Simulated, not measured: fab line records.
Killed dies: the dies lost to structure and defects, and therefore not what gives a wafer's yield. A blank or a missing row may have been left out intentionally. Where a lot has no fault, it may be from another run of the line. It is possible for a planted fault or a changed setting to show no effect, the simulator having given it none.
fab line records ; flow gf180mcu
record: lots: 13; wafers: 38; last-day: 34
route steps=602 shown M3@409 M4@462 V4@498 PASSIVATION@587
lots that met no fault: from a run of the same line without faults
start-h: hours from the record's first day to the start of the lot's first wafer shown ; wait-h: hours since the lot's step before ; " unchanged from the row above ; L1.1+2: several wafers, shown together as one row ; - no value present, or no start provided ; * or withheld: withheld ; < > ~ a bound
route shown NAME@n: names a module that has steps shown in the file, with the first one's number in the route ; usual: mean/standard deviation taken from wafers without a fault ; same: alike in all rows ; chamber/n: place in a boat ; sites: each site's reading ; _std_site: the values' standard deviation ; _edge_site: mean of outer sites minus mean of inner sites ; radius-mm: how far each site lies from the wafer's centre ; mask NAME#n: copy n ; behind: tool/chamber where the wafer was last shaped ; hold: why the lot went on hold/how many hours it stayed there/how the hold came to an end ; device: the transistor (n, p or np) that didn't switch ; end of line: tests of these same wafers at the route's end ; a step with no rows: only its recipe ; killed: at the first sort, the dies lost to defects and structure; wafer yield is something else ; map: a wafer's dies, marking killed ones x, the rest . and places with no die _
set.NAME: the setting the step ran with; set.NAME@STEP: the setting that earlier step ran with ; model.NAME: the simulator's own value behind a step, which no gauge read
route steps across a sampled set of lots; one table per step, one row per wafer
services: when a tool's chamber went out of use (start-h, in hours from the record's first day, below 0 if earlier), for how many hours, and the reason
== steps ==
step: GF_M3_SPUTTER_00
recipe: material: Ti; target-thk-nm: 37.5; arriving-ion-energy-ev: 80; substrate-temp-c: 200; chamber-pressure-pa: 2; power-w: 4000; time-s: 150
usual: cathode-dc-power-W: 4000.1/0.72; throttle-valve-pct: 29.9/1
lot.wafer;tool;chamber;start-h;wait-h;cathode-dc-power-W;throttle-valve-pct
L382.2;pvd-sputter-01;-;459.55;0.1;3998.2;30.3
L382.5;pvd-sputter-01;-;459.55;0.1;3998.7;30.2
L382.6;pvd-sputter-01;-;459.55;0.1;4000.7;28.5
L383.3;pvd-sputter-03;-;469.96;0.1;3999.0;31.1
L383.4;pvd-sputter-03;-;469.96;0.1;3999.6;28.9
L383.5;pvd-sputter-03;-;469.96;0.1;4001.4;30.3
L384.1;pvd-sputter-01;-;482.52;0.1;3999.4;28.9
L384.3;pvd-sputter-01;-;482.52;0.1;4000.5;30.3
L384.6;pvd-sputter-01;-;482.52;0.1;4000.2;28.5
L385.1;pvd-sputter-03;-;486.83;0.2;4001.2;30.3
L385.5;pvd-sputter-03;-;486.83;0.2;4000.8;31.5
L385.6;pvd-sputter-03;-;486.83;0.2;4000.4;29.4
L387.1;pvd-sputter-01;-;510.22;0.2;3999.7;31.7
L387.3;pvd-sputter-01;-;510.22;0.2;4001.1;28.7
L387.5;pvd-sputter-01;-;510.22;0.2;4001.3;30.2
L388.1;pvd-sputter-02;-;518.97;0.2;4000.3;28.9
L388.3;pvd-sputter-02;-;518.97;0.2;3999.9;28.4
L388.6;pvd-sputter-02;-;518.97;0.2;4000.4;28.7
L389.3;pvd-sputter-01;-;525.18;0.1;4000.7;29.8
L389.4;pvd-sputter-01;-;525.18;0.1;3999.7;30.1
L389.5;pvd-sputter-01;-;525.18;0.1;3999.4;30.1
L390.1;pvd-sputter-02;-;536.62;0.2;3999.0;31.1
L390.3;pvd-sputter-02;-;536.62;0.2;3999.8;29.9
L390.4;pvd-sputter-02;-;536.62;0.2;3999.5;28.7
L391.1;pvd-sputter-02;-;546.73;0.2;3999.5;28.5
L391.4;pvd-sputter-02;-;546.73;0.2;3999.6;30.0
L391.6;pvd-sputter-02;-;546.73;0.2;3998.7;28.6
L392.2;pvd-sputter-02;-;553.92;0.2;4000.7;31.4
L392.3;pvd-sputter-02;-;553.92;0.2;4000.2;29.9
L392.4;pvd-sputter-02;-;553.92;0.2;3999.7;28.6
L393.2;pvd-sputter-01;-;559.66;0.1;3999.5;29.9
L393.3;pvd-sputter-01;-;559.66;0.1;4000.4;31.3
L393.4;pvd-sputter-01;-;559.66;0.1;4000.5;28.6
L394.1;pvd-sputter-01;-;566.29;0.1;4001.2;29.9
L394.4;pvd-sputter-01;-;566.29;0.1;4000.0;31.4
L394.5;pvd-sputter-01;-;566.29;0.1;4000.4;30.1
L403.4;pvd-sputter-01;-;641.55;0.1;3999.8;31.6
L403.6;pvd-sputter-01;-;641.55;0.1;3999.5;31.3
step: GF_M4_THK_MEAS_06
recipe: thk-meas-gauge: xrf; reads: AlCu_of_M4_SPUTTER_02
usual: M4_ALCU_THK: 452/5.4
lot.wafer;tool;chamber;start-h;wait-h;M4_ALCU_THK[nm]
L382.2;film-metro-04;-;510.14;0.1;448
L382.5;film-metro-04;-;510.14;0.1;448
L382.6;film-metro-04;-;510.14;0.1;452
L383.3;film-metro-01;-;520.93;0.1;451
L383.4;film-metro-01;-;520.93;0.1;453
L383.5;film-metro-01;-;520.93;0.1;450
L384.1;film-metro-01;-;532.49;0.1;450
L384.3;film-metro-01;-;532.49;0.1;450
L384.6;film-metro-01;-;532.49;0.1;449
L385.1;film-metro-04;-;536.66;0.1;451
L385.5;film-metro-04;-;536.66;0.1;450
L385.6;film-metro-04;-;536.66;0.1;450
L387.1;film-metro-02;-;559.65;0.1;452
L387.3;film-metro-02;-;559.65;0.1;454
L387.5;film-metro-02;-;559.65;0.1;447
L388.1;film-metro-04;-;567.07;0.1;459
L388.3;film-metro-04;-;567.07;0.1;451
L388.6;film-metro-04;-;567.07;0.1;456
L389.3;film-metro-01;-;571.76;0.1;452
L389.4;film-metro-01;-;571.76;0.1;448
L389.5;film-metro-01;-;571.76;0.1;450
L390.1;film-metro-04;-;583.96;0.1;456
L390.3;film-metro-04;-;583.96;0.1;457
L390.4;film-metro-04;-;583.96;0.1;457
L391.1;film-metro-01;-;593.36;0.1;443
L391.4;film-metro-01;-;593.36;0.1;444
L391.6;film-metro-01;-;593.36;0.1;452
L392.2;film-metro-02;-;600.55;0.1;457
L392.3;film-metro-02;-;600.55;0.1;452
L392.4;film-metro-02;-;600.55;0.1;458
L393.2;film-metro-04;-;605.38;0.1;457
L393.3;film-metro-04;-;605.38;0.1;457
L393.4;film-metro-04;-;605.38;0.1;451
L394.1;film-metro-04;-;611.47;0.1;456
L394.4;film-metro-04;-;611.47;0.1;455
L394.5;film-metro-04;-;611.47;0.1;458
L403.4;film-metro-02;-;683.54;0.1;448
L403.6;film-metro-02;-;683.54;0.1;450
step: GF_V4_SPUTTER_22
recipe: material: TiN; target-thk-nm: 10; chamber-pressure-pa: 5; power-w: 4000; time-s: 40
usual: cathode-dc-power-W: 4000.1/0.78; throttle-valve-pct: 29.8/0.98
lot.wafer;tool;chamber;start-h;wait-h;cathode-dc-power-W;throttle-valve-pct
L382.2;pvd-sputter-02;-;558.33;0.0;4001.7;29.9
L382.5;pvd-sputter-02;-;558.33;0.0;4000.2;28.3
L382.6;pvd-sputter-02;-;558.33;0.0;4000.8;31.2
L383.3;pvd-sputter-04;-;568.87;0.0;4001.1;29.0
L383.4;pvd-sputter-04;-;568.87;0.0;4000.6;31.2
L383.5;pvd-sputter-04;-;568.87;0.0;3999.9;29.6
L384.1;pvd-sputter-04;-;579.65;0.0;3999.6;29.2
L384.3;pvd-sputter-04;-;579.65;0.0;3999.2;29.8
L384.6;pvd-sputter-04;-;579.65;0.0;3999.8;28.9
L385.1;pvd-sputter-02;-;582.89;0.0;3999.0;28.6
L385.5;pvd-sputter-02;-;582.89;0.0;4000.4;28.3
L385.6;pvd-sputter-02;-;582.89;0.0;4001.4;28.6
L387.1;pvd-sputter-04;-;604.05;0.0;4000.0;31.3
L387.3;pvd-sputter-04;-;604.05;0.0;4000.3;29.6
L387.5;pvd-sputter-04;-;604.05;0.0;4000.6;31.4
L388.1;pvd-sputter-04;-;612.17;0.0;4001.0;29.0
L388.3;pvd-sputter-04;-;612.17;0.0;3999.4;29.2
L388.6;pvd-sputter-04;-;612.17;0.0;3999.3;29.3
L389.3;pvd-sputter-04;-;615.64;0.0;4000.5;29.5
L389.4;pvd-sputter-04;-;615.64;0.0;3999.7;31.3
L389.5;pvd-sputter-04;-;615.64;0.0;3999.4;29.2
L390.1;pvd-sputter-02;-;626.85;0.0;3999.9;29.0
L390.3;pvd-sputter-02;-;626.85;0.0;3999.5;31.2
L390.4;pvd-sputter-02;-;626.85;0.0;4000.6;30.1
L391.1;pvd-sputter-04;-;637.09;0.0;3999.3;29.1
L391.4;pvd-sputter-04;-;637.09;0.0;4001.2;31.3
L391.6;pvd-sputter-04;-;637.09;0.0;4000.0;29.3
L392.2;pvd-sputter-01;-;643.95;0.0;3999.4;28.8
L392.3;pvd-sputter-01;-;643.95;0.0;4001.2;29.8
L392.4;pvd-sputter-01;-;643.95;0.0;3999.6;29.6
L393.2;pvd-sputter-01;-;648.23;0.0;4000.8;28.6
L393.3;pvd-sputter-01;-;648.23;0.0;3999.8;29.8
L393.4;pvd-sputter-01;-;648.23;0.0;4000.0;31.3
L394.1;pvd-sputter-02;-;654.38;0.0;3999.2;31.3
L394.4;pvd-sputter-02;-;654.38;0.0;3999.4;29.9
L394.5;pvd-sputter-02;-;654.38;0.0;3999.5;29.9
L403.4;pvd-sputter-04;-;722.21;0.0;4000.0;29.6
L403.6;pvd-sputter-04;-;722.21;0.0;3999.3;31.4
step: GF_PASSIVATION_CVD_00
recipe: material: SiO2; target-thk-nm: 1000; precursor: TEOS; temp-c: 400; time-s: 111.95; rf-w: 600
usual: heater-power-w: 700/160; run-length-s: 140.0/0.44
lot.wafer;tool;chamber;start-h;wait-h;heater-power-w;run-length-s
L382.2;pecvd-02;2;647.00;0.0;649;139.8
L382.5;pecvd-02;1;647.00;0.0;841;140.3
L382.6;pecvd-02;2;647.00;0.0;523;140.2
L383.3;pecvd-01;0;656.69;0.0;515;139.9
L383.4;pecvd-01;2;656.69;0.0;356;140.1
L383.5;pecvd-01;1;656.69;0.0;896;140.4
L384.1;pecvd-01;0;666.24;0.0;577;139.5
L384.3;pecvd-01;2;666.24;0.0;444;139.9
L384.6;pecvd-01;2;666.24;0.0;369;140.5
L385.1;pecvd-02;2;669.65;0.0;619;139.9
L385.5;pecvd-02;1;669.65;0.0;836;140.0
L385.6;pecvd-02;0;669.65;0.0;570;139.8
L387.1;pecvd-02;2;687.90;0.0;626;139.9
L387.3;pecvd-02;1;687.90;0.0;842;140.2
L387.5;pecvd-02;1;687.90;0.0;675;140.7
L388.1;pecvd-03;1;695.06;0.0;875;139.3
L388.3;pecvd-03;0;695.06;0.0;786;140.0
L388.6;pecvd-03;1;695.06;0.0;925;139.5
L389.3;pecvd-01;2;698.00;0.0;389;140.0
L389.4;pecvd-01;0;698.00;0.0;600;140.1
L389.5;pecvd-01;1;698.00;0.0;789;140.0
L390.1;pecvd-02;0;708.02;0.0;551;140.0
L390.3;pecvd-02;1;708.02;0.0;730;139.9
L390.4;pecvd-02;0;708.02;0.0;448;139.8
L391.1;pecvd-03;2;717.68;0.0;766;140.0
L391.4;pecvd-03;2;717.68;0.0;616;139.9
L391.6;pecvd-03;0;717.68;0.0;799;140.2
L392.2;pecvd-03;2;723.53;0.0;751;140.2
L392.3;pecvd-03;0;723.53;0.0;790;140.7
L392.4;pecvd-03;1;723.53;0.0;799;139.0
L393.2;pecvd-01;0;727.91;0.0;600;139.9
L393.3;pecvd-01;2;727.91;0.0;472;140.7
L393.4;pecvd-01;2;727.91;0.0;364;140.6
L394.1;pecvd-01;0;733.24;0.0;612;139.7
L394.4;pecvd-01;2;733.24;0.0;430;140.1
L394.5;pecvd-01;1;733.24;0.0;844;140.0
L403.4;pecvd-03;1;793.50;0.0;782;171.0
L403.6;pecvd-03;0;793.50;0.0;663;140.1
step: GF_PASSIVATION_THK_MEAS_01
recipe: reads: SiO2_of_PASSIVATION_CVD_00
usual: PASSIVATION_CVD_00_THK: 1005/13
lot.wafer;tool;chamber;start-h;wait-h;PASSIVATION_CVD_00_THK[nm]
L382.2;film-metro-04;-;647.09;0.0;1008
L382.5;film-metro-04;-;647.09;0.0;1017
L382.6;film-metro-04;-;647.09;0.0;1015
L383.3;film-metro-02;-;656.79;0.1;992
L383.4;film-metro-02;-;656.79;0.1;1000
L383.5;film-metro-02;-;656.79;0.1;1016
L384.1;film-metro-03;-;666.32;0.0;1000
L384.3;film-metro-03;-;666.32;0.0;985
L384.6;film-metro-03;-;666.32;0.0;1013
L385.1;film-metro-02;-;669.72;0.0;985
L385.5;film-metro-02;-;669.72;0.0;997
L385.6;film-metro-02;-;669.72;0.0;1025
L387.1;film-metro-04;-;687.98;0.0;995
L387.3;film-metro-04;-;687.98;0.0;993
L387.5;film-metro-04;-;687.98;0.0;1002
L388.1;film-metro-04;-;695.14;0.0;1015
L388.3;film-metro-04;-;695.14;0.0;1009
L388.6;film-metro-04;-;695.14;0.0;1030
L389.3;film-metro-04;-;698.10;0.1;989
L389.4;film-metro-04;-;698.10;0.1;1004
L389.5;film-metro-04;-;698.10;0.1;1010
L390.1;film-metro-04;-;708.10;0.0;999
L390.3;film-metro-04;-;708.10;0.0;985
L390.4;film-metro-04;-;708.10;0.0;1010
L391.1;film-metro-04;-;717.76;0.0;998
L391.4;film-metro-04;-;717.76;0.0;996
L391.6;film-metro-04;-;717.76;0.0;1008
L392.2;film-metro-03;-;723.62;0.0;998
L392.3;film-metro-03;-;723.62;0.0;998
L392.4;film-metro-03;-;723.62;0.0;1019
L393.2;film-metro-04;-;728.00;0.0;986
L393.3;film-metro-04;-;728.00;0.0;967
L393.4;film-metro-04;-;728.00;0.0;983
L394.1;film-metro-04;-;733.32;0.0;1000
L394.4;film-metro-04;-;733.32;0.0;1009
L394.5;film-metro-04;-;733.32;0.0;1008
L403.4;film-metro-02;-;793.57;0.0;1320
L403.6;film-metro-02;-;793.57;0.0;1023
== services ==
tool;chamber;start-h;hours;kind
pecvd-03;0;436.72;10.1;repair
pecvd-02;-;439.07;0.7;repair
pecvd-01;-;456.74;1.4;repair
pecvd-02;-;459.24;1.6;repair
pvd-sputter-01;-;473.34;8.7;repair
pecvd-01;-;486.15;5.3;repair
pvd-sputter-02;-;522.85;1.7;repair
pvd-sputter-04;-;556.05;2.8;repair
pecvd-02;-;560.54;1.6;repair
pecvd-01;-;576.49;1.8;repair
pecvd-01;0;590.83;5.3;repair
pvd-sputter-01;-;594.80;1.5;repair
pvd-sputter-04;-;595.08;6.9;repair
pvd-sputter-01;-;603.62;1.2;repair
pecvd-03;2;637.08;15.2;repair
pvd-sputter-04;-;652.13;1.0;repair
pecvd-03;-;679.91;1.2;repair
pecvd-03;0;696.68;3.5;repair
pecvd-02;2;737.48;9.2;repair
pecvd-01;1;753.64;15.8;repair
pvd-sputter-01;-;757.80;4.0;repair
pecvd-01;-;764.80;14.6;pm
pecvd-03;-;765.90;2.8;pm
pecvd-02;-;786.29;0.3;repair
== key ==
first-sign: step: GF_PASSIVATION_CVD_00; reading: run-length-s; direction: up; sigmas: 71; usual: *; struck: *
effect: step: GF_PASSIVATION_THK_MEAS_01; reading: PASSIVATION_CVD_00_THK; direction: up; sigmas: 25; usual: 1005; struck: 1320
met-at GF_PASSIVATION_CVD_00
struck-lots L403
struck-wafers L403.4
sort-left-out L403.4
not-acting-at GF_M3_SPUTTER_00,GF_M4_THK_MEAS_06,GF_V4_SPUTTER_22
onset-between 723.53 793.50
fault: kind: process-parameter-drift; tool: pecvd-03; chamber: -; onset-h: 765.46; steps: GF_PASSIVATION_CVD_00; channel: time-s; offset: *; shape: step; end-h: 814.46; scope: struck-wafers-only; acts-in: *; stated: *
sort-left-out: the simulated sort isn't trusted on such a fault, so these wafers' sort isn't shown, and their yield isn't known
